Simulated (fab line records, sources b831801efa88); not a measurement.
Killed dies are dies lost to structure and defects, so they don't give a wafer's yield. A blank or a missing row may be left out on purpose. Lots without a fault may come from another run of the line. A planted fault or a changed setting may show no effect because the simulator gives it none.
A struck lot beside a sound one | flow sky130 | 16 steps out of a route of 708
Sound: wafers L955.1, L955.5, L955.6. Struck: wafer L969.2. (L969.4, L969.6 of the same lot were not struck and are left out.) The cause comes at the end.
At each step with rows: each side's tool, then ch and its chambers, then its first start. Under that, the readings that differ: sound wafers | struck wafers | difference of the means | sigmas: that difference in standard deviations of wafers without a fault.
alike: readings whose means differ by less than 2 such deviations, and words and numbers that are the same on both sides. not compared: withheld readings, readings that some wafer has no value for, bounds like >300 that may hide the same value, and numbers for which the record gives no deviation and whose values overlap.
The two part at a step that has a row with sigmas, a row that says differs or no value, or rows on one side only. Numbers that don't overlap but have no deviation are shown without sigmas and don't part them. A reading that every wafer of one side lacks parts them only if that side has two wafers or more.

SKY_VIA2_CMP_02: polishes SiO2.
  sound on cmp-02 ch 0,1,2, day 37 07:10; struck on cmp-02 ch 0, day 41 02:14
  alike: motor_current_A
SKY_VIA2_BOW_MEAS_03:
  sound on film_metro-04, day 37 07:19; struck on film_metro-04, day 41 02:30
  alike: VIA2_BOW
then, 8 steps without rows for these wafers: SKY_VIA2_DEHYDRATE_04 (time 60 s); SKY_VIA2_HMDS_05 (prime time 60 s); SKY_VIA2_COAT_06 (resist thk 60 nm); SKY_VIA2_COAT_07 (resist thk 450 nm); SKY_VIA2_SOFTBAKE_08 (time 90 s); SKY_VIA2_EXPOSE_09 (exposes mask VIM2, target cd 200 nm); SKY_VIA2_PEB_10; SKY_VIA2_DEVELOP_11 (develop time 60 s).
SKY_VIA2_CD_MEAS_12: target cd 200 nm.
  sound on cd_sem-02, day 38 09:02; struck on cd_sem-02, day 42 01:54
  alike: cd_nm
SKY_VIA2_OVL_MEAS_13:
  sound on overlay-01, day 38 09:09; struck on overlay-01, day 42 02:01
  reading       | sound  | struck | difference | sigmas
  VIA2_OVL (nm) | 4 -2 2 | -9     | -10        | -2
SKY_VIA2_ETCH_14: etches BARC in N2/H2, stops on SiO2, time 45.9 s, target depth 60 nm.
  sound on rie_diel-02 ch 0,1, day 38 09:11; struck on rie_diel-02 ch 2, day 42 02:02
  reading                                     | sound             | struck | difference | sigmas
  oes_product_au (a.u.)                       | 0.857 0.844 0.850 | 0.860  | +0.010     | +2
  model.KrF-thick_of_VIA2_COAT_07.thk_nm (nm) | 391.3 392.7 392.2 | 396.9  | +4.8       |
  alike: drypump_motor_current_A, throttle_valve_pct
  not compared: rf_hours_counter_h
SKY_VIA2_ETCH_15: etches SiO2 in C4F8/O2/Ar, stops on TiN, target depth 546 nm, time 84 s.
  sound on rie_diel-02 ch 0,1, day 38 09:14; struck on rie_diel-02 ch 2, day 42 02:05
  reading                                     | sound             | struck | difference | sigmas
  model.KrF-thick_of_VIA2_COAT_07.thk_nm (nm) | 282.2 282.5 283.6 | 287.5  | +4.7       |
  alike: oes_product_au
  not compared: rf_hours_counter_h
SKY_VIA2_STRIP_16: strips in O2/N2.
  sound on plasma_asher-04 ch 0,1, day 38 09:18; struck on plasma_asher-04 ch 1, day 42 02:09
  reading                      | sound             | struck | difference | sigmas
  strip_time_to_endpoint_s (s) | 4.038 4.034 4.047 | 4.090  | +0.050     | +2
  alike: drypump_motor_current_A, oes_product_au
  not compared: rf_hours_counter_h
then, 1 step without rows for these wafers: SKY_PAD_OPEN_PROBE_99.

WHERE THEY PART
First at SKY_VIA2_OVL_MEAS_13; last, within this record, at SKY_VIA2_STRIP_16.

WHY: what the simulator had put in
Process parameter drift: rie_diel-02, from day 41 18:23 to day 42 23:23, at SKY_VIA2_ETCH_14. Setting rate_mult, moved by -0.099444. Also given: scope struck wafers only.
